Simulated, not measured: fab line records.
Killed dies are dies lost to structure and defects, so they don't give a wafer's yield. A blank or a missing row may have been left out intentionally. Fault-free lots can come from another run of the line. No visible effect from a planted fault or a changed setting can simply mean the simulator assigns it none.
Which tool did it?	flow sky130	13 lots, 39 wafers sampled, at 4 steps of a route of 708

== WHAT THE GAUGES SHOWED, per wafer ==
SKY_VIA4_RS_MEAS_19: measurement is done with a four-point probe. Usual: VIA4_W_RS gives 0.2273 ohm/sq (standard deviation 0.0023).
lot	measured	on	VIA4_W_RS (ohm/sq)	flag
L309	day 42 09:14	film_metro-02	0.2274 0.2262 0.2254	
L311	day 42 17:31	film_metro-02	0.2276 0.2305 0.2274	
L310	day 42 20:14	film_metro-02	0.2293 0.2298 0.2283	
L312	day 43 13:08	film_metro-02	0.2238 0.2263 0.2260	
L317	day 44 18:09	film_metro-03	0.2282 0.2282 0.2300	
L324	day 46 16:16	film_metro-02	0.2270 0.2295 0.2273	
L326	day 47 17:07	film_metro-02	0.2281 0.2279 0.2282	
L327	day 47 21:56	film_metro-01	0.2258 0.2260 0.2270	
L328	day 48 01:40	film_metro-01	0.2267 0.2260 0.2266	
L330	day 48 12:54	film_metro-01	0.2272 0.2280 0.2274	
L329	day 48 14:06	film_metro-03	0.2288 0.2318 0.2275	
L331	day 48 14:45	film_metro-01	0.2278 0.2271 0.2282	
L332	day 49 16:40	film_metro-02	0.2209 0.2237 0.2226	

SKY_METAL5_THK_MEAS_06: measures by xrf. Usual: METAL5_ALCU_THK gives 1184 nm (standard deviation 15).
lot	measured	on	METAL5_ALCU_THK (nm)	flag
L309	day 42 10:00	film_metro-02	1160 1156 1171	
L311	day 42 18:16	film_metro-03	1196 1173 1170	
L310	day 42 21:02	film_metro-02	1170 1159 1156	
L312	day 43 13:53	film_metro-04	1184 1182 1196	
L317	day 44 19:04	film_metro-04	1160 1168 1146	
L324	day 46 17:02	film_metro-04	1178 1195 1190	
L326	day 47 17:52	film_metro-03	1181 1188 1182	
L327	day 47 22:52	film_metro-04	1179 1182 1190	
L328	day 48 02:24	film_metro-03	1180 1167 1167	
L330	day 48 13:40	film_metro-02	1182 1189 1181	
L329	day 48 14:52	film_metro-04	1192 1190 1180	
L331	day 48 15:31	film_metro-02	1183 1174 1173	
L332	day 49 17:26	film_metro-04	1162 1171 1172	

SKY_PASSIVATION_THK_MEAS_03. Usual: PASSIVATION_CVD_02_THK gives 541 nm (standard deviation 7.3).
lot	measured	on	PASSIVATION_CVD_02_THK (nm)	flag
L309	day 43 09:42	film_metro-03	542 548 545	
L311	day 43 17:34	film_metro-04	535 547 559	
L310	day 43 20:31	film_metro-04	537 540 552	
L312	day 44 13:19	film_metro-03	543 537 545	
L317	day 45 16:46	film_metro-03	536 522 536	
L324	day 47 13:56	film_metro-01	537 535 547	
L326	day 48 13:33	film_metro-03	537 543 548	
L327	day 48 18:01	film_metro-01	534 548 543	
L328	day 48 22:10	film_metro-04	537 548 550	
L330	day 49 09:01	film_metro-03	536 540 537	
L329	day 49 09:49	film_metro-04	540 533 540	
L331	day 49 10:01	film_metro-04	537 538 547	
L332	day 50 10:46	film_metro-03	536 546 548	

== EACH LOT AND THE TOOL THAT RAN IT (in order: tool; ch and the chambers of the sampled wafers; start) ==
lot	SKY_LI_CONTACT_ETCH_15
L309	rie_diel-01 ch 0,1,2, day 28 13:37
L311	rie_diel-01 ch 0,2, day 29 00:29
L310	rie_diel-02 ch 1,2, day 29 02:35
L312	rie_diel-01 ch 1,2, day 29 21:01
L317	rie_diel-02 ch 1,2, day 31 12:10
L324	rie_diel-01 ch 0,2,3, day 33 23:55
L326	rie_diel-02 ch 0,2,3, day 35 06:00
L327	rie_diel-02 ch 0,2,3, day 35 15:07
L328	rie_diel-02 ch 0,1, day 35 19:57
L330	rie_diel-04 ch 1,2, day 36 10:15
L329	rie_diel-02 ch 0,1,2, day 36 10:25
L331	rie_diel-01 ch 1,2,3, day 36 10:46
L332	rie_diel-04 ch 0,1,3, day 38 03:19
- SKY_LI_CONTACT_ETCH_15: etches PSG in C4F8/O2/Ar, stops on Si, target depth 600 nm.

== AS READ BY THE TOOLS THEMSELVES (means over the sampled wafers that have a number; for cases with no such wafer, the mark the record gives instead) ==
SKY_LI_CONTACT_ETCH_15. Usual: oes_product_au 0.838 a.u., standard deviation 0.0044.
lot	tool	oes_product_au (a.u.)	flag
L309	rie_diel-01	0.838	
L311	rie_diel-01	0.834	
L310	rie_diel-02	0.838	
L312	rie_diel-01	0.837	
L317	rie_diel-02	0.837	
L324	rie_diel-01	0.836	
L326	rie_diel-02	0.835	
L327	rie_diel-02	0.841	
L328	rie_diel-02	0.837	
L330	rie_diel-04	0.840	
L329	rie_diel-02	0.833	
L331	rie_diel-01	0.837	
L332	rie_diel-04	0.840	

== THE ANSWER, worked out from the rows above alone ==
Rule: a lot is off if the mean of its wafers that have a number lies more than 3 standard deviations from the usual mean. Also off: a lot with no number at a reading for which 4 or more lots have one. All remaining lots with rows at the step are treated as sound. After the gauges, taken in route order, come the tools' own readings; for these a lot's mean is taken, as printed above. At the first step where some lot is off, the reading lying furthest off is the one used; lots without a number count as furthest.
Across all readings shown, no lot is off: no conclusion can be drawn from this.

== WHAT THE SIMULATOR HAD PUT IN ==
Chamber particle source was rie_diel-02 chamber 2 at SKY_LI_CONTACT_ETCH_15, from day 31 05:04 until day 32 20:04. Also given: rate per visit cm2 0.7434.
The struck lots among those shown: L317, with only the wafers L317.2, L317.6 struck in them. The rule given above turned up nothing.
